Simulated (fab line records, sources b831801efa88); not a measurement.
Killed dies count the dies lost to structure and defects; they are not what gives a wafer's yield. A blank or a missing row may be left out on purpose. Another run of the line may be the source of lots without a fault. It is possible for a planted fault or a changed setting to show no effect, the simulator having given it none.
What tool caused it? :: flow sky130 :: 7 lots, 21 wafers sampled, at 1 step of a route of 708

## WHAT THE GAUGES SHOWED, per wafer
SKY_VIA1_THK_MEAS_23: measures by xrf.
lot: L644
measured: day 34 06:43
on: film_metro-04
VIA1_W_THK (nm): 264 268 267

lot: L646
measured: day 35 07:41
on: film_metro-04
VIA1_W_THK (nm): 275 267 272

lot: L648
measured: day 35 16:32
on: film_metro-04
VIA1_W_THK (nm): 267 277 270

lot: L650
measured: day 36 07:55
on: film_metro-01
VIA1_W_THK (nm): 266 265 264

lot: L652
measured: day 36 22:52
on: film_metro-02
VIA1_W_THK (nm): 264 265 265

lot: L659
measured: day 39 14:43
on: film_metro-01
VIA1_W_THK (nm): 262 267 260

lot: L666
measured: day 41 04:55
on: film_metro-01
VIA1_W_THK (nm): 261 260 259

## WHICH TOOL RAN EACH LOT (tool, then ch and the chambers of the sampled wafers, then the start)
No process step before these readings appears in the record.

## THE ANSWER, worked out from the rows above alone
Rule: usual is defined by the lots themselves. Put in order of their means at a reading, lots are off if they are a third of the lots or fewer, leave a main group of 4 or more, and stand apart from it by a gap of 3 or more times the standard deviation of the main group's means; of several such gaps the widest counts. A main group is skipped when, at the precision printed for the reading in the tables above, its means are all equal. Also off: a lot with no number at a reading for which 4 or more lots have one. Any other lot the step has rows for is counted as sound.
Across all readings shown, no lot is off: no conclusion can be drawn from this.

## WHAT THE SIMULATOR PUT IN
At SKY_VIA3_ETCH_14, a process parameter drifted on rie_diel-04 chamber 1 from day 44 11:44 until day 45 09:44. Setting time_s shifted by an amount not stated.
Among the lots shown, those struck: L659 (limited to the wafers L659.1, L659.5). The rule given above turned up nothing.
